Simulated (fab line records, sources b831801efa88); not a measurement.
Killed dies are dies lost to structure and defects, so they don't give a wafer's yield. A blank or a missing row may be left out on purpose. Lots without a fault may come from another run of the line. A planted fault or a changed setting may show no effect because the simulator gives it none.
Which tool did it? | flow sky130 | 11 lots, 33 wafers sampled, at 7 steps of a route of 708

WHAT THE GAUGES READ, wafer by wafer
SKY_SPACER_THK_MEAS_01. Usual: SPACER_CVD_00_THK 42.9 nm, standard deviation 0.43.
lot  | measured     | on            | SPACER_CVD_00_THK (nm) | flag
L192 | day 22 21:32 | film_metro-03 | 43.5 43.5 43.5         |
L195 | day 23 23:38 | film_metro-02 | 42.3 42.4 42.5         |
L196 | day 24 10:57 | film_metro-01 | 42.7 42.4 42.6         |
L197 | day 24 15:04 | film_metro-03 | 43.2 43.9 43.1         |
L204 | day 27 10:34 | film_metro-03 | 42.2 42.1 42.8         |
L206 | day 28 10:01 | film_metro-02 | 42.5 42.8 43.0         |
L208 | day 28 15:39 | film_metro-03 | 42.4 42.4 42.6         |
L211 | day 29 19:15 | film_metro-02 | 43.1 43.0 43.2         |
L212 | day 30 03:14 | film_metro-03 | 43.1 42.9 43.5         |
L213 | day 30 10:26 | film_metro-01 | 43.7 43.8 43.6         |
L215 | day 31 07:32 | film_metro-02 | 42.6 43.0 43.0         |

SKY_LOCAL_INTERCONNECT_RS_MEAS_01: measures by four-point-probe. Usual: LOCAL_INTERCONNECT_TIN_RS 14.15 ohm/sq, standard deviation 0.13.
lot  | measured     | on            | LOCAL_INTERCONNECT_TIN_RS (ohm/sq) | flag
L192 | day 29 05:02 | film_metro-01 | 14.12 14.16 14.24                  |
L195 | day 30 04:45 | film_metro-03 | 13.89 14.04 13.99                  |
L196 | day 30 15:38 | film_metro-03 | 14.21 14.28 14.22                  |
L197 | day 30 18:44 | film_metro-03 | 14.00 13.93 13.90                  |
L204 | day 33 08:58 | film_metro-01 | 11.78 11.76 11.76                  | OFF
L206 | day 34 06:59 | film_metro-01 | 12.01 11.97 11.96                  | OFF
L208 | day 34 12:44 | film_metro-03 | 12.01 11.99 11.91                  | OFF
L211 | day 35 13:59 | film_metro-01 | 14.25 14.20 14.11                  |
L212 | day 35 21:02 | film_metro-01 | 14.00 14.26 14.21                  |
L213 | day 36 04:39 | film_metro-01 | 14.10 14.00 14.07                  |
L215 | day 36 23:23 | film_metro-03 | 14.25 14.19 14.18                  |

SKY_LOCAL_INTERCONNECT_THK_MEAS_02: measures by xrf. Usual: LOCAL_INTERCONNECT_TIN_THK 101.3 nm, standard deviation 1.1.
lot  | measured     | on            | LOCAL_INTERCONNECT_TIN_THK (nm) | flag
L192 | day 29 05:10 | film_metro-01 | 101.7 100.9 100.3               |
L195 | day 30 04:52 | film_metro-03 | 103.1 102.1 102.9               |
L196 | day 30 15:45 | film_metro-03 | 100.9 101.0 100.9               |
L197 | day 30 18:51 | film_metro-03 | 102.3 103.0 103.6               |
L204 | day 33 09:04 | film_metro-01 | 121.9 121.1 121.6               | OFF
L206 | day 34 07:07 | film_metro-01 | 118.0 119.6 119.2               | OFF
L208 | day 34 12:52 | film_metro-03 | 119.5 119.0 119.9               | OFF
L211 | day 35 14:06 | film_metro-01 | 99.7 100.4 100.7                |
L212 | day 35 21:10 | film_metro-01 | 101.9 99.8 100.2                |
L213 | day 36 04:44 | film_metro-01 | 100.8 101.5 101.3               |
L215 | day 36 23:31 | film_metro-03 | 100.6 101.5 101.3               |

SKY_CONTACT_OVL_MEAS_15. Usual: CONTACT_OVL 0 nm, standard deviation 5.4.
lot  | measured     | on         | CONTACT_OVL (nm) | flag
L192 | day 31 15:36 | overlay-02 | 2 -3 12          |
L195 | day 32 14:34 | overlay-02 | 6 6 6            |
L196 | day 33 01:04 | overlay-02 | -3 6 4           |
L197 | day 33 03:28 | overlay-01 | 2 -2 3           |
L204 | day 35 15:37 | overlay-02 | -2 1 -1          |
L206 | day 36 12:30 | overlay-02 | 0 -1 -1          |
L208 | day 36 18:39 | overlay-02 | 7 7 3            |
L211 | day 37 19:05 | overlay-02 | -2 1 1           |
L212 | day 38 02:36 | overlay-01 | -7 -9 1          |
L213 | day 38 10:32 | overlay-02 | 5 6 7            |
L215 | day 39 04:25 | overlay-02 | 9 1 12           |

WHICH TOOL RAN EACH LOT (tool, then ch and the chambers of the sampled wafers, then the start)
lot  | SKY_LI_CONTACT_SPUTTER_20    | SKY_LOCAL_INTERCONNECT_SPUTTER_00 | SKY_LOCAL_INTERCONNECT_METAL_ETCH_14
L192 | pvd_sputter-02, day 29 04:19 | pvd_sputter-04, day 29 04:59      | rie_metal-03 ch 0,1, day 30 10:06
L195 | pvd_sputter-01, day 30 04:01 | pvd_sputter-03, day 30 04:41      | rie_metal-03 ch 0,1, day 31 09:39
L196 | pvd_sputter-01, day 30 14:53 | pvd_sputter-03, day 30 15:34      | rie_metal-01 ch 1, day 31 19:53
L197 | pvd_sputter-04, day 30 17:59 | pvd_sputter-03, day 30 18:40      | rie_metal-03 ch 1, day 31 22:52
L204 | pvd_sputter-02, day 33 08:13 | pvd_sputter-04, day 33 08:53      | rie_metal-04 ch 0,1, day 34 12:03
L206 | pvd_sputter-01, day 34 06:16 | pvd_sputter-04, day 34 06:55      | rie_metal-04 ch 0,1, day 35 09:36
L208 | pvd_sputter-02, day 34 11:59 | pvd_sputter-04, day 34 12:41      | rie_metal-01 ch 0,1, day 35 15:19
L211 | pvd_sputter-04, day 35 13:13 | pvd_sputter-03, day 35 13:55      | rie_metal-03 ch 1, day 36 15:54
L212 | pvd_sputter-01, day 35 20:19 | pvd_sputter-03, day 35 20:58      | rie_metal-03 ch 0,1, day 36 23:11
L213 | pvd_sputter-04, day 36 03:52 | pvd_sputter-02, day 36 04:34      | rie_metal-04 ch 0,1, day 37 07:13
L215 | pvd_sputter-01, day 36 22:40 | pvd_sputter-02, day 36 23:20      | rie_metal-04 ch 0,1, day 38 01:37
- SKY_LI_CONTACT_SPUTTER_20: material TiN, target thk 20 nm, time 80 s.
- SKY_LOCAL_INTERCONNECT_SPUTTER_00: material TiN, target thk 100 nm, time 83.3 s.
- SKY_LOCAL_INTERCONNECT_METAL_ETCH_14: etches TiN in Cl2/BCl3, stops on PSG, target depth 110 nm, time 31.4 s.

WHAT THE TOOLS THEMSELVES READ (means of the sampled wafers that have a number; where no wafer has one, the mark that the record gives instead)
SKY_LI_CONTACT_SPUTTER_20. Usual: throttle_valve_pct 29.8 %, standard deviation 1.4.
lot  | tool           | throttle_valve_pct (%) | flag
L192 | pvd_sputter-02 | 30.5                   |
L195 | pvd_sputter-01 | 28.9                   |
L196 | pvd_sputter-01 | 29.8                   |
L197 | pvd_sputter-04 | 30.1                   |
L204 | pvd_sputter-02 | 29.8                   |
L206 | pvd_sputter-01 | 29.4                   |
L208 | pvd_sputter-02 | 29.7                   |
L211 | pvd_sputter-04 | 29.3                   |
L212 | pvd_sputter-01 | 29.6                   |
L213 | pvd_sputter-04 | 29.4                   |
L215 | pvd_sputter-01 | 30.8                   |

SKY_LOCAL_INTERCONNECT_SPUTTER_00. Usual: susceptor_temp_C 299.97 C, standard deviation 0.21; throttle_valve_pct 29.8 %, standard deviation 1.1.
lot  | tool           | susceptor_temp_C (C) | throttle_valve_pct (%) | flag
L192 | pvd_sputter-04 | 299.77               | 30.8                   |
L195 | pvd_sputter-03 | 299.59               | 29.5                   |
L196 | pvd_sputter-03 | 299.81               | 29.8                   |
L197 | pvd_sputter-03 | 299.87               | 29.7                   |
L204 | pvd_sputter-04 | 299.97               | 31.0                   |
L206 | pvd_sputter-04 | 299.98               | 30.1                   |
L208 | pvd_sputter-04 | 300.12               | 30.9                   |
L211 | pvd_sputter-03 | 300.28               | 29.9                   |
L212 | pvd_sputter-03 | 300.12               | 29.6                   |
L213 | pvd_sputter-02 | 299.82               | 28.5                   |
L215 | pvd_sputter-02 | 299.94               | 29.7                   |

SKY_LOCAL_INTERCONNECT_METAL_ETCH_14. Usual: drypump_motor_current_A 5.7 A, standard deviation 0.3; mfc_cl2_sccm 59.97 sccm, standard deviation 0.19; oes_product_au 0.940 a.u., standard deviation 0.0065; throttle_valve_pct 21.901 %, standard deviation 0.0096.
lot  | tool         | drypump_motor_current_A (A) | mfc_cl2_sccm (sccm) | oes_product_au (a.u.) | throttle_valve_pct (%) | flag
L192 | rie_metal-03 | 5.8                         | 59.95               | 0.938                 | 21.907                 |
L195 | rie_metal-03 | 5.8                         | 59.94               | 0.945                 | 21.902                 |
L196 | rie_metal-01 | 5.5                         | 59.98               | 0.936                 | 21.909                 |
L197 | rie_metal-03 | 5.8                         | 60.02               | 0.944                 | 21.890                 |
L204 | rie_metal-04 | 5.5                         | 59.77               | 0.998                 | 21.865                 | OFF
L206 | rie_metal-04 | 5.7                         | 59.88               | 0.995                 | 21.865                 | OFF
L208 | rie_metal-01 | 5.8                         | 59.96               | 0.997                 | 21.868                 | OFF
L211 | rie_metal-03 | 5.8                         | 60.02               | 0.943                 | 21.902                 |
L212 | rie_metal-03 | 5.8                         | 59.71               | 0.938                 | 21.896                 |
L213 | rie_metal-04 | 5.7                         | 60.08               | 0.942                 | 21.903                 |
L215 | rie_metal-04 | 5.7                         | 60.15               | 0.938                 | 21.904                 |

THE ANSWER, worked out from the rows above alone
Rule: a lot is off if the mean of its wafers that have a number lies more than 3 standard deviations from the usual mean. A lot without any number at a reading at which 4 lots or more have one is off too. The other lots that the step has rows for count as sound. The gauges are gone through in route order, then the tools' own readings, and for those a lot's mean is taken as printed above. The first step at which some lot is off is used, and at that step the reading that is off furthest; a lot without a number counts as furthest.
Off: L204, L206, L208, at SKY_LOCAL_INTERCONNECT_RS_MEAS_01 (LOCAL_INTERCONNECT_TIN_RS).
A tool fits if, at a process step before that reading, it ran every lot that is off, and no sound lot after the first of them. The gauges at SKY_LOCAL_INTERCONNECT_RS_MEAS_01 aren't tried: what is off there is off at SKY_LOCAL_INTERCONNECT_METAL_ETCH_14 too, on other tools, and a gauge's error can't cause that. One fits: pvd_sputter-04 at SKY_LOCAL_INTERCONNECT_SPUTTER_00. Its last sound lot is L192 (day 29 04:59), its first lot that is off L204 (day 33 08:53): a fault that began between those two fits.

WHAT THE SIMULATOR HAD PUT IN
Process parameter drift: pvd_sputter-04, from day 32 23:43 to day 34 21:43, at SKY_LOCAL_INTERCONNECT_SPUTTER_00. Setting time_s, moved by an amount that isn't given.
Lots struck among those shown: L204, L206, L208. The rule above found the same.
